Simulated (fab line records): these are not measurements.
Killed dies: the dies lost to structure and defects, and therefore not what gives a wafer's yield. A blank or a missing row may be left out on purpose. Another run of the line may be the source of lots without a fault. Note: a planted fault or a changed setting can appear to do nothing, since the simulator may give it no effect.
fab line records + flow sky130
record:
- lots: 7
- wafers: 21
- last_day: 50
route steps=708 shown LDD_N@241 LDD_P@255 PAD_OPEN@708
lots that met no fault: taken from a fault-free run of the same line
start_h: the number of hours between the record's first day and the start of the first shown wafer of the lot + wait_h: hours elapsed since this lot's preceding step + " as in the row above + L1.1+2: several wafers, shown together as one row + - either no value or no given start + * or withheld: withheld + < > ~ a bound
route shown NAME@n: names a module that has steps shown in the file, with the first one's number in the route + usual: mean and standard deviation over wafers with no fault + same: alike in all rows + chamber/n: place in a boat + sites: each site's reading + _std_site: the standard deviation of these + _edge_site: mean of outer sites minus mean of inner sites + radius_mm: for every site, how far away it sits from the centre of the wafer + mask NAME#n: copy n + behind: tool/chamber where the wafer was last shaped + hold: cause of the lot's hold/its duration in hours/its outcome + device: the n, p or np transistor that did not switch + end of line: at the end of the route, the tests of the same wafers + step lacking rows: just its recipe + killed: at the first sort, the dies lost to defects and structure; wafer yield is something else + map: a wafer's dies, marking killed ones x, the rest . and places with no die _
set.NAME: the setting that was run; set.NAME@STEP: the one run at that earlier step + model.NAME: the simulator's own value behind a step, which no gauge read
a table for each step, a row for each wafer; lots at some steps of the route
services: a tool's chamber out of use, with start hour (start_h, from the record's first day; less than 0 if before it), hours out, and reason
== steps ==
step: SKY_LDD_N_EXPOSE_04
recipe:
- mask_id: NTM
- target_cd_nm: 840
- na: 0.6
- source_shape: conventional
- sigma_outer: 0.6
- dose_mj: 110
step: SKY_LDD_N_PEB_05
recipe:
- temp_c: withheld
- time_s: *
- resist: NOVOLAK
step: SKY_LDD_N_DEVELOP_06
recipe:
- develop_time_s: 60
- dev_temp_c: 23
step: SKY_LDD_N_OVL_MEAS_07
usual:
- LDD_N_OVL: 0.0/1.4
| lot.wafer | tool       | chamber | start_h | wait_h | LDD_N_OVL[nm] |
|-----------|------------|---------|---------|--------|---------------|
| L185.1    | overlay-01 | -       | 485.87  | 0.1    | 0.2           |
| L185.3    | "          | -       | "       | "      | -0.1          |
| L185.4    | "          | -       | "       | "      | -3.2          |
| L186.1    | overlay-02 | -       | 490.76  | 0.1    | -2.8          |
| L186.2    | "          | -       | "       | "      | -2.0          |
| L186.3    | "          | -       | "       | "      | -1.1          |
| L193.3    | overlay-02 | -       | 551.18  | 0.1    | -0.1          |
| L193.5    | "          | -       | "       | "      | 2.0           |
| L193.6    | "          | -       | "       | "      | -1.4          |
| L194.1    | overlay-01 | -       | 560.21  | 0.1    | 1.4           |
| L194.2    | "          | -       | "       | "      | 1.5           |
| L194.6    | "          | -       | "       | "      | 1.5           |
| L195.2    | overlay-02 | -       | 565.71  | 0.1    | -1.2          |
| L195.3    | "          | -       | "       | "      | 0.1           |
| L195.4    | "          | -       | "       | "      | -0.9          |
| L196.1    | overlay-02 | -       | 572.81  | 0.1    | 0.2           |
| L196.2    | "          | -       | "       | "      | 0.0           |
| L196.4    | "          | -       | "       | "      | -1.1          |
| L198.1    | overlay-01 | -       | 593.51  | 0.1    | -0.9          |
| L198.2    | "          | -       | "       | "      | -1.2          |
| L198.3    | "          | -       | "       | "      | 0.2           |
step: SKY_LDD_N_IMPLANT_08
recipe:
- species: As
- energy_kev: 20
- dose_cm2: 7.5e+13
- tilt_deg: withheld
- rotation_deg: 23
step: SKY_LDD_N_IMPLANT_09
recipe:
- species: As
- energy_kev: 20
- dose_cm2: 7.5e+13
- tilt_deg: withheld
- rotation_deg: 113
step: SKY_LDD_N_IMPLANT_10
recipe:
- species: As
- energy_kev: 20
- dose_cm2: 7.5e+13
- tilt_deg: withheld
- rotation_deg: 203
step: SKY_LDD_N_IMPLANT_11
recipe:
- species: As
- energy_kev: 20
- dose_cm2: 7.5e+13
- tilt_deg: withheld
- rotation_deg: 293
step: SKY_LDD_N_IMPLANT_12
recipe:
- species: BF2
- energy_kev: 50
- dose_cm2: 5e+12
- tilt_deg: 30
- rotation_deg: 0
step: SKY_LDD_N_IMPLANT_13
recipe:
- species: BF2
- energy_kev: 50
- dose_cm2: 5e+12
- tilt_deg: 30
- rotation_deg: 90
step: SKY_LDD_N_IMPLANT_14
recipe:
- species: BF2
- energy_kev: 50
- dose_cm2: 5e+12
- tilt_deg: 30
- rotation_deg: 180
step: SKY_LDD_N_IMPLANT_15
recipe:
- species: BF2
- energy_kev: 50
- dose_cm2: 5e+12
- tilt_deg: 30
- rotation_deg: 270
step: SKY_LDD_N_STRIP_16
recipe:
- chemistry: O2/N2
- power_w: 1400
- pressure_mtorr: 1500
- platen_temp_c: withheld
- o2_flow_sccm: 3000
- n2_flow_sccm: 300
- overash_fraction: 0.5
usual:
- chamber_pressure_mTorr: 1500.2/1.5
- drypump_motor_current_A: 5.9/0.52
- n2_flow_sccm: 299.9/1.2
- o2_flow_sccm: 3001/9.1
- oes_product_au: 0.407/0.0044
- strip_time_to_endpoint_s: 4.324/0.016
| lot.wafer | tool            | chamber | start_h | wait_h | chamber_pressure_mTorr | drypump_motor_current_A | n2_flow_sccm | o2_flow_sccm | oes_product_au | rf_hours_counter_h | strip_time_to_endpoint_s | model.NOVOLAK_of_LDD_N_COAT_02.thk_nm |
|-----------|-----------------|---------|---------|--------|------------------------|-------------------------|--------------|--------------|----------------|--------------------|--------------------------|---------------------------------------|
| L185.1    | plasma_asher-04 | 0       | 487.10  | 0.1    | 1502.2                 | 6.1                     | 300.9        | 2999         | 0.403          | 73                 | 4.325                    | 0                                     |
| L185.3    | "               | 0       | "       | "      | 1499.5                 | 6.1                     | 301.9        | 2994         | 0.412          | -                  | 4.300                    | 0                                     |
| L185.4    | "               | 1       | "       | "      | 1501.7                 | 5.4                     | 301.1        | 2993         | 0.409          | -                  | 4.322                    | 0                                     |
| L186.1    | plasma_asher-01 | 1       | 491.99  | 0.1    | 1502.1                 | 5.2                     | 300.5        | 2995         | 0.405          | 36                 | 4.323                    | 0                                     |
| L186.2    | "               | 0       | "       | "      | 1503.8                 | 5.9                     | 299.6        | 3008         | 0.404          | 36                 | 4.319                    | 0                                     |
| L186.3    | "               | 1       | "       | "      | 1501.1                 | 5.2                     | 300.5        | 3013         | 0.408          | -                  | 4.347                    | 0                                     |
| L193.3    | plasma_asher-04 | 1       | 552.43  | 0.1    | -                      | -                       | -            | -            | -              | -                  | -                        | 299.9                                 |
| L193.5    | "               | 1       | "       | "      | -                      | -                       | -            | -            | -              | -                  | -                        | 299.4                                 |
| L193.6    | "               | 0       | "       | "      | -                      | -                       | -            | -            | -              | -                  | -                        | 299.8                                 |
| L194.1    | plasma_asher-01 | 1       | 561.45  | 0.1    | -                      | -                       | -            | -            | -              | -                  | -                        | 300.5                                 |
| L194.2    | "               | 0       | "       | "      | -                      | -                       | -            | -            | -              | -                  | -                        | 299.1                                 |
| L194.6    | "               | 1       | "       | "      | -                      | -                       | -            | -            | -              | -                  | -                        | 300.1                                 |
| L195.2    | plasma_asher-04 | 0       | 566.94  | 0.1    | -                      | -                       | -            | -            | -              | -                  | -                        | 299.3                                 |
| L195.3    | "               | 1       | "       | "      | -                      | -                       | -            | -            | -              | -                  | -                        | 298.7                                 |
| L195.4    | "               | 0       | "       | "      | -                      | -                       | -            | -            | -              | -                  | -                        | 299                                   |
| L196.1    | plasma_asher-01 | 1       | 574.04  | 0.1    | 1501.3                 | 5.2                     | 300.6        | 2994         | 0.406          | 44                 | 4.310                    | 0                                     |
| L196.2    | "               | 0       | "       | "      | 1498.3                 | 5.9                     | 298.8        | 3016         | 0.412          | 44                 | 4.321                    | 0                                     |
| L196.4    | "               | 1       | "       | "      | 1498.4                 | 5.2                     | 299.0        | 3008         | 0.415          | -                  | 4.329                    | 0                                     |
| L198.1    | plasma_asher-02 | 0       | 594.75  | 0.1    | 1500.0                 | 6.8                     | 299.8        | 2991         | 0.404          | 16                 | 4.342                    | 0                                     |
| L198.2    | "               | 1       | "       | "      | 1501.0                 | 5.8                     | 300.6        | 2991         | 0.400          | 16                 | 4.329                    | 0                                     |
| L198.3    | "               | 0       | "       | "      | 1500.0                 | 6.8                     | 300.5        | 3001         | 0.409          | -                  | 4.326                    | 0                                     |
step: SKY_LDD_N_TW_MEAS_17
usual:
- LDD_N_TW: 2570/25
| lot.wafer | tool          | chamber | start_h | wait_h | LDD_N_TW |
|-----------|---------------|---------|---------|--------|----------|
| L185.1    | film_metro-01 | -       | 487.20  | 0.1    | 2617     |
| L185.3    | "             | -       | "       | "      | 2600     |
| L185.4    | "             | -       | "       | "      | 2597     |
| L186.1    | film_metro-04 | -       | 492.09  | 0.1    | 2555     |
| L186.2    | "             | -       | "       | "      | 2554     |
| L186.3    | "             | -       | "       | "      | 2548     |
| L193.3    | film_metro-02 | -       | 552.52  | 0.1    | 2561     |
| L193.5    | "             | -       | "       | "      | 2585     |
| L193.6    | "             | -       | "       | "      | 2576     |
| L194.1    | film_metro-04 | -       | 561.55  | 0.1    | 2555     |
| L194.2    | "             | -       | "       | "      | 2561     |
| L194.6    | "             | -       | "       | "      | 2547     |
| L195.2    | film_metro-04 | -       | 567.05  | 0.1    | 2561     |
| L195.3    | "             | -       | "       | "      | 2560     |
| L195.4    | "             | -       | "       | "      | 2552     |
| L196.1    | film_metro-04 | -       | 574.14  | 0.1    | 2559     |
| L196.2    | "             | -       | "       | "      | 2562     |
| L196.4    | "             | -       | "       | "      | 2574     |
| L198.1    | film_metro-04 | -       | 594.85  | 0.1    | 2570     |
| L198.2    | "             | -       | "       | "      | 2571     |
| L198.3    | "             | -       | "       | "      | 2557     |
step: SKY_LDD_P_DEHYDRATE_00
recipe:
- temp_c: 200
- time_s: 60
step: SKY_LDD_P_HMDS_01
recipe:
- prime_time_s: 60
- prime_temp_c: 120
step: SKY_LDD_P_COAT_02
recipe:
- resist: NOVOLAK
- spin_rpm: 3000
- resist_thk_nm: 1140
step: SKY_LDD_P_SOFTBAKE_03
recipe:
- temp_c: 90
- time_s: 60
- resist: NOVOLAK
step: SKY_LDD_P_EXPOSE_04
recipe:
- mask_id: PSDM
- na: 0.6
- source_shape: conventional
- sigma_outer: 0.6
- polarization: unpolarized
- target_cd_nm: 380
- dose_mj: 138
step: SKY_LDD_P_PEB_05
recipe:
- temp_c: withheld
- time_s: *
- resist: NOVOLAK
step: SKY_LDD_P_DEVELOP_06
recipe:
- resist: NOVOLAK
- developer: TMAH
- develop_time_s: 60
- dev_temp_c: 23
step: SKY_LDD_P_CD_MEAS_07
recipe:
- target_cd_nm: 380
usual:
- cd_nm: 380.0/2.2
| lot.wafer | tool      | chamber | start_h | wait_h | cd_nm |
|-----------|-----------|---------|---------|--------|-------|
| L185.1    | cd_sem-01 | -       | 518.31  | 0.1    | 378.2 |
| L185.3    | "         | -       | "       | "      | 378.9 |
| L185.4    | "         | -       | "       | "      | 380.3 |
| L186.1    | cd_sem-01 | -       | 521.74  | 0.1    | 380.4 |
| L186.2    | "         | -       | "       | "      | 383.2 |
| L186.3    | "         | -       | "       | "      | 383.9 |
| L193.3    | cd_sem-02 | -       | 582.30  | 0.1    | 378.3 |
| L193.5    | "         | -       | "       | "      | 377.8 |
| L193.6    | "         | -       | "       | "      | 378.0 |
| L194.1    | cd_sem-02 | -       | 591.39  | 0.1    | 380.6 |
| L194.2    | "         | -       | "       | "      | 379.6 |
| L194.6    | "         | -       | "       | "      | 379.2 |
| L195.2    | cd_sem-02 | -       | 596.68  | 0.1    | 385.2 |
| L195.3    | "         | -       | "       | "      | 380.2 |
| L195.4    | "         | -       | "       | "      | 382.9 |
| L196.1    | cd_sem-02 | -       | 602.99  | 0.1    | 382.4 |
| L196.2    | "         | -       | "       | "      | 379.7 |
| L196.4    | "         | -       | "       | "      | 378.8 |
| L198.1    | cd_sem-01 | -       | 625.54  | 0.1    | 377.3 |
| L198.2    | "         | -       | "       | "      | 379.4 |
| L198.3    | "         | -       | "       | "      | 376.1 |
step: SKY_LDD_P_OVL_MEAS_08
usual:
- LDD_P_OVL: -0.9/1.3
| lot.wafer | tool       | chamber | start_h | wait_h | LDD_P_OVL[nm] |
|-----------|------------|---------|---------|--------|---------------|
| L185.1    | overlay-02 | -       | 518.43  | 0.1    | 1.1           |
| L185.3    | "          | -       | "       | "      | 0.6           |
| L185.4    | "          | -       | "       | "      | 1.2           |
| L186.1    | overlay-01 | -       | 521.86  | 0.1    | 0.1           |
| L186.2    | "          | -       | "       | "      | -0.6          |
| L186.3    | "          | -       | "       | "      | -0.9          |
| L193.3    | overlay-01 | -       | 582.40  | 0.1    | 0.1           |
| L193.5    | "          | -       | "       | "      | -0.5          |
| L193.6    | "          | -       | "       | "      | 0.2           |
| L194.1    | overlay-01 | -       | 591.51  | 0.1    | -2.8          |
| L194.2    | "          | -       | "       | "      | -3.5          |
| L194.6    | "          | -       | "       | "      | -2.9          |
| L195.2    | overlay-02 | -       | 596.79  | 0.1    | -3.6          |
| L195.3    | "          | -       | "       | "      | -2.4          |
| L195.4    | "          | -       | "       | "      | -2.1          |
| L196.1    | overlay-01 | -       | 603.11  | 0.1    | -0.8          |
| L196.2    | "          | -       | "       | "      | -0.9          |
| L196.4    | "          | -       | "       | "      | -1.7          |
| L198.1    | overlay-02 | -       | 625.66  | 0.1    | -1.9          |
| L198.2    | "          | -       | "       | "      | -1.6          |
| L198.3    | "          | -       | "       | "      | -1.2          |
step: SKY_LDD_P_IMPLANT_09
recipe:
- species: BF2
- energy_kev: 25
- dose_cm2: 1e+13
- tilt_deg: withheld
step: SKY_LDD_P_STRIP_10
recipe:
- chemistry: O2/N2
- power_w: 1400
- pressure_mtorr: 1500
- platen_temp_c: withheld
- o2_flow_sccm: 3000
- n2_flow_sccm: 300
- overash_fraction: 0.5
usual:
- chamber_pressure_mTorr: 1499.9/1.4
- drypump_motor_current_A: 5.63/0.29
- n2_flow_sccm: 300.0/0.92
- o2_flow_sccm: 3000/14
- oes_product_au: 0.716/0.0045
- strip_time_to_endpoint_s: 14.18/0.043
| lot.wafer | tool            | chamber | start_h | wait_h | chamber_pressure_mTorr | drypump_motor_current_A | n2_flow_sccm | o2_flow_sccm | oes_product_au | rf_hours_counter_h | strip_time_to_endpoint_s |
|-----------|-----------------|---------|---------|--------|------------------------|-------------------------|--------------|--------------|----------------|--------------------|--------------------------|
| L185.1    | plasma_asher-01 | 0       | 518.62  | 0.1    | 1501.1                 | 5.85                    | 298.4        | 3009         | 0.705          | 39                 | 14.16                    |
| L185.3    | "               | 1       | "       | "      | 1499.7                 | 5.20                    | 299.0        | 3004         | 0.719          | -                  | 14.17                    |
| L185.4    | "               | 0       | "       | "      | 1498.3                 | 5.88                    | 300.2        | 3001         | 0.716          | -                  | 14.14                    |
| L186.1    | plasma_asher-03 | 0       | 522.05  | 0.1    | 1499.9                 | 5.74                    | 301.3        | 3011         | 0.715          | 72                 | 14.15                    |
| L186.2    | "               | 1       | "       | "      | 1501.4                 | 5.72                    | 299.9        | 3006         | 0.715          | 72                 | 14.17                    |
| L186.3    | "               | 0       | "       | "      | 1498.6                 | 5.72                    | 299.9        | 2996         | 0.722          | -                  | 14.18                    |
| L193.3    | plasma_asher-01 | 0       | 582.60  | 0.1    | 1500.7                 | 5.88                    | 299.2        | 2994         | 0.713          | -                  | 18.81                    |
| L193.5    | "               | 1       | "       | "      | 1500.3                 | 5.17                    | 298.5        | 3001         | 0.715          | -                  | 18.76                    |
| L193.6    | "               | 0       | "       | "      | 1500.6                 | 5.89                    | 300.0        | 2993         | 0.721          | -                  | 18.71                    |
| L194.1    | plasma_asher-03 | 1       | 591.70  | 0.1    | 1499.1                 | 5.70                    | 299.2        | 3000         | 0.712          | 77                 | 18.73                    |
| L194.2    | "               | 0       | "       | "      | 1499.0                 | 5.72                    | 299.1        | 2988         | 0.715          | 77                 | 18.72                    |
| L194.6    | "               | 0       | "       | "      | 1499.2                 | 5.73                    | 299.7        | 3005         | 0.715          | -                  | 18.77                    |
| L195.2    | plasma_asher-01 | 1       | 596.97  | 0.1    | 1501.6                 | 5.19                    | 299.4        | 2996         | 0.719          | 47                 | 18.73                    |
| L195.3    | "               | 1       | "       | "      | 1501.5                 | 5.20                    | 299.7        | 3001         | 0.709          | -                  | 18.66                    |
| L195.4    | "               | 0       | "       | "      | 1497.5                 | 5.90                    | 298.0        | 2992         | 0.726          | -                  | 18.72                    |
| L196.1    | plasma_asher-03 | 1       | 603.30  | 0.1    | 1501.6                 | 5.69                    | 300.6        | 3004         | 0.707          | 78                 | 14.21                    |
| L196.2    | "               | 0       | "       | "      | 1502.5                 | 5.74                    | 301.3        | 3006         | 0.712          | 78                 | 14.24                    |
| L196.4    | "               | 1       | "       | "      | 1499.8                 | 5.71                    | 299.6        | 3000         | 0.713          | -                  | 14.18                    |
| L198.1    | plasma_asher-01 | 0       | 625.85  | 0.1    | 1501.4                 | 5.87                    | 301.2        | 2996         | 0.715          | 50                 | 14.22                    |
| L198.2    | "               | 1       | "       | "      | 1499.6                 | 5.17                    | 298.5        | 2990         | 0.715          | 50                 | 14.20                    |
| L198.3    | "               | 0       | "       | "      | 1501.8                 | 5.87                    | 299.8        | 2988         | 0.719          | -                  | 14.15                    |
step: SKY_LDD_P_TW_MEAS_11
usual:
- LDD_P_TW: 635/6.3
| lot.wafer | tool          | chamber | start_h | wait_h | hold                     | LDD_P_TW |
|-----------|---------------|---------|---------|--------|--------------------------|----------|
| L185.1    | film_metro-04 | -       | 518.72  | 0.1    | -                        | 632      |
| L185.3    | "             | -       | "       | "      | -                        | 633      |
| L185.4    | "             | -       | "       | "      | -                        | 636      |
| L186.1    | film_metro-03 | -       | 522.15  | 0.1    | -                        | 641      |
| L186.2    | "             | -       | "       | "      | -                        | 638      |
| L186.3    | "             | -       | "       | "      | -                        | 641      |
| L193.3    | film_metro-04 | -       | 582.69  | 0.1    | await_dispo/0.2h/release | 30       |
| L193.5    | "             | -       | "       | "      | await_dispo/0.2h/release | 30       |
| L193.6    | "             | -       | "       | "      | await_dispo/0.2h/release | 30       |
| L193.3    | film_metro-04 | -       | 582.92  | 0.2    | -                        | 30       |
| L193.5    | "             | -       | "       | "      | -                        | 30       |
| L193.6    | "             | -       | "       | "      | -                        | 30       |
| L194.1    | film_metro-04 | -       | 591.80  | 0.1    | await_dispo/0.2h/release | 30       |
| L194.2    | "             | -       | "       | "      | await_dispo/0.2h/release | 30       |
| L194.6    | "             | -       | "       | "      | await_dispo/0.2h/release | 30       |
| L194.1    | film_metro-04 | -       | 592.03  | 0.2    | -                        | 30       |
| L194.2    | "             | -       | "       | "      | -                        | 30       |
| L194.6    | "             | -       | "       | "      | -                        | 30       |
| L195.2    | film_metro-03 | -       | 597.08  | 0.1    | await_dispo/0.2h/release | 30       |
| L195.3    | "             | -       | "       | "      | await_dispo/0.2h/release | 30       |
| L195.4    | "             | -       | "       | "      | await_dispo/0.2h/release | 30       |
| L195.2    | film_metro-03 | -       | 597.30  | 0.2    | -                        | 30       |
| L195.3    | "             | -       | "       | "      | -                        | 30       |
| L195.4    | "             | -       | "       | "      | -                        | 30       |
| L196.1    | film_metro-04 | -       | 603.40  | 0.1    | -                        | 627      |
| L196.2    | "             | -       | "       | "      | -                        | 628      |
| L196.4    | "             | -       | "       | "      | -                        | 623      |
| L198.1    | film_metro-04 | -       | 625.95  | 0.1    | -                        | 632      |
| L198.2    | "             | -       | "       | "      | -                        | 630      |
| L198.3    | "             | -       | "       | "      | -                        | 631      |
step: SKY_PAD_OPEN_PROBE_99
usual:
- defect_limited_yield: 82.4/1.9
- killed_at_M0_to_M3: 44/6.5
- killed_at_M4_up: 2.9/1.7
- killed_at_contacts: 24/5.7
- killed_at_front_end: 16/4.4
- killed_at_other: 0.2/0.48
- killed_dies: 87/9.6
- killed_open: 48/6.7
- killed_short: 38/6.2
same:
- gross_dies: 492
- killed_at_back_side: 0
| lot.wafer | tool      | chamber | start_h | wait_h | defect_limited_yield[%] | killed_at_M0_to_M3 | killed_at_M4_up | killed_at_contacts | killed_at_front_end | killed_at_other | killed_dies | killed_open | killed_short |
|-----------|-----------|---------|---------|--------|-------------------------|--------------------|-----------------|--------------------|---------------------|-----------------|-------------|-------------|--------------|
| L185.1    | prober-01 | -       | 1132.39 | 0.1    | 83.3                    | 32                 | 1               | 36                 | 13                  | 0               | 82          | 46          | 36           |
| L185.3    | prober-01 | -       | 1132.49 | 0.2    | 81.3                    | 46                 | 3               | 27                 | 16                  | 0               | 92          | 47          | 45           |
| L185.4    | prober-01 | -       | 1132.54 | 0.2    | 78.7                    | 53                 | 6               | 29                 | 17                  | 0               | 105         | 66          | 39           |
| L186.1    | prober-02 | -       | 1139.78 | 0.1    | 84.3                    | 35                 | 1               | 30                 | 11                  | 0               | 77          | 43          | 33           |
| L186.2    | prober-02 | -       | 1139.83 | 0.1    | 79.5                    | 49                 | 3               | 35                 | 14                  | 0               | 101         | 50          | 51           |
| L186.3    | prober-02 | -       | 1139.88 | 0.2    | 83.7                    | 43                 | 2               | 22                 | 13                  | 0               | 80          | 52          | 28           |
| L196.1    | prober-01 | -       | 1185.48 | 0.1    | 83.3                    | 46                 | 1               | 21                 | 14                  | 0               | 82          | 47          | 35           |
| L196.2    | prober-01 | -       | 1185.53 | 0.1    | 82.3                    | 43                 | 3               | 23                 | 17                  | 1               | 87          | 46          | 41           |
| L196.4    | prober-01 | -       | 1185.63 | 0.2    | 81.9                    | 45                 | 6               | 27                 | 10                  | 1               | 89          | 48          | 41           |
| L198.1    | prober-01 | -       | 1200.93 | 0.1    | 86.4                    | 27                 | 7               | 26                 | 7                   | 0               | 67          | 35          | 30           |
| L198.2    | prober-01 | -       | 1200.98 | 0.1    | 85.0                    | 41                 | 3               | 17                 | 12                  | 1               | 74          | 42          | 32           |
| L198.3    | prober-01 | -       | 1201.03 | 0.2    | 85.2                    | 37                 | 2               | 21                 | 13                  | 0               | 73          | 37          | 36           |
killed by level:class
L185.1 CONTACT:geometric_particle:open=14 LI_CONTACT:geometric_particle:open=9 VIA1:geometric_particle:open=8 CONTACT:geometric_particle:short=6 METAL1:geometric_particle:short=5 FIELD_ISO:geometric_particle:short=4 VIA1:geometric_particle:short=4 VIA3:geometric_particle:open=4
L185.3 LI_CONTACT:geometric_particle:open=8 CONTACT:geometric_particle:open=7 VIA3:geometric_particle:open=7 VIA3:geometric_particle:short=7 LOCAL_INTERCONNECT:geometric_particle:short=6 METAL1:geometric_particle:short=6 VIA1:geometric_particle:short=6 VIA2:geometric_particle:open=6
L185.4 VIA1:geometric_particle:open=12 VIA3:geometric_particle:open=11 VIA2:geometric_particle:open=11 LI_CONTACT:geometric_particle:open=10 CONTACT:geometric_particle:open=9 METAL1:geometric_particle:short=6 METAL2:geometric_particle:short=6 METAL4:geometric_particle:short=5
L186.1 LI_CONTACT:geometric_particle:open=11 CONTACT:geometric_particle:open=10 CONTACT:geometric_particle:short=7 VIA1:geometric_particle:open=6 METAL1:geometric_particle:short=6 POLY_GATE:geometric_particle:short=4 METAL2:geometric_particle:short=4 FIELD_ISO:geometric_particle:open=3
L186.2 CONTACT:geometric_particle:open=13 METAL2:geometric_particle:short=7 CONTACT:geometric_particle:short=7 METAL1:geometric_particle:short=7 VIA1:geometric_particle:open=6 LI_CONTACT:geometric_particle:open=5 LI_CONTACT:geometric_particle:short=5 VIA2:geometric_particle:open=5
L186.3 CONTACT:geometric_particle:open=13 VIA1:geometric_particle:open=10 VIA2:geometric_particle:open=8 FIELD_ISO:geometric_particle:open=7 VIA3:geometric_particle:open=6 VIA1:geometric_particle:short=5 VIA3:geometric_particle:short=5 FIELD_ISO:geometric_particle:short=3
L196.1 VIA2:geometric_particle:open=9 VIA3:geometric_particle:open=8 CONTACT:geometric_particle:open=7 LI_CONTACT:geometric_particle:open=6 VIA1:geometric_particle:open=5 METAL2:geometric_particle:short=5 POLY_GATE:geometric_particle:open=4 VIA1:geometric_particle:short=4
L196.2 VIA1:geometric_particle:open=14 LI_CONTACT:geometric_particle:open=9 POLY_GATE:geometric_particle:short=6 CONTACT:geometric_particle:short=6 VIA2:geometric_particle:open=6 VIA1:geometric_particle:short=5 METAL1:geometric_particle:short=5 VIA2:geometric_particle:short=5
L196.4 CONTACT:geometric_particle:open=12 VIA3:geometric_particle:open=8 VIA1:geometric_particle:open=7 LI_CONTACT:geometric_particle:open=6 VIA2:geometric_particle:short=5 VIA2:geometric_particle:open=5 METAL4:geometric_particle:short=5 POLY_GATE:geometric_particle:open=4
L198.1 CONTACT:geometric_particle:open=14 VIA2:geometric_particle:open=7 LI_CONTACT:geometric_particle:open=5 METAL4:geometric_particle:short=5 VIA1:geometric_particle:short=5 CONTACT:geometric_particle:short=4 FIELD_ISO:geometric_particle:open=3 METAL1:geometric_particle:short=3
L198.2 VIA1:geometric_particle:open=10 VIA2:geometric_particle:open=7 CONTACT:geometric_particle:open=6 METAL1:geometric_particle:short=6 VIA3:geometric_particle:open=5 METAL2:geometric_particle:short=5 FIELD_ISO:geometric_particle:open=4 FIELD_ISO:geometric_particle:short=3
L198.3 CONTACT:geometric_particle:open=11 METAL2:geometric_particle:short=11 VIA1:geometric_particle:open=7 CONTACT:geometric_particle:short=4 METAL3:geometric_particle:short=4 VIA2:geometric_particle:open=4 VIA3:geometric_particle:open=4 FIELD_ISO:geometric_particle:open=3
== services ==
| tool            | chamber | start_h | hours | kind   |
|-----------------|---------|---------|-------|--------|
| plasma_asher-01 | -       | 521.06  | 1.4   | repair |
| plasma_asher-03 | -       | 532.04  | 1.2   | repair |
| plasma_asher-03 | -       | 546.80  | 15.6  | pm     |
| plasma_asher-04 | -       | 613.78  | 2.4   | repair |
| plasma_asher-03 | -       | 620.85  | 22.9  | repair |
== key ==
first_sign:
- step: SKY_LDD_N_STRIP_16
- reading: tool_record
- direction: missing
effect:
- step: SKY_LDD_P_STRIP_10
- reading: strip_time_to_endpoint_s
- direction: up
- sigmas: 99+
- usual: *
- struck: *
effect:
- step: SKY_LDD_P_TW_MEAS_11
- reading: visit
- direction: added
effect:
- step: SKY_LDD_P_TW_MEAS_11
- reading: LDD_P_TW
- direction: down
- sigmas: 95
- usual: 635
- struck: 30
model_effect:
- step: SKY_LDD_N_STRIP_16
- value: NOVOLAK_of_LDD_N_COAT_02.thk_nm
- without: 0
- struck: 299.5
met_at SKY_LDD_N_STRIP_16
struck_wafers L193.3,L193.5,L193.6,L194.1,L194.2,L194.6,L195.2,L195.3,L195.4
scrapped_behind SKY_LDD_P_TW_MEAS_11 L193.3,L193.5,L193.6,L194.1,L194.2,L194.6,L195.2,L195.3,L195.4
onset_between 491.99 552.43
fault:
- kind: skipped_step_whole
- tool: plasma_asher-01,plasma_asher-04
- chamber: -
- onset_h: 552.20
- steps: SKY_LDD_N_STRIP_16
- scope: struck_lots_only
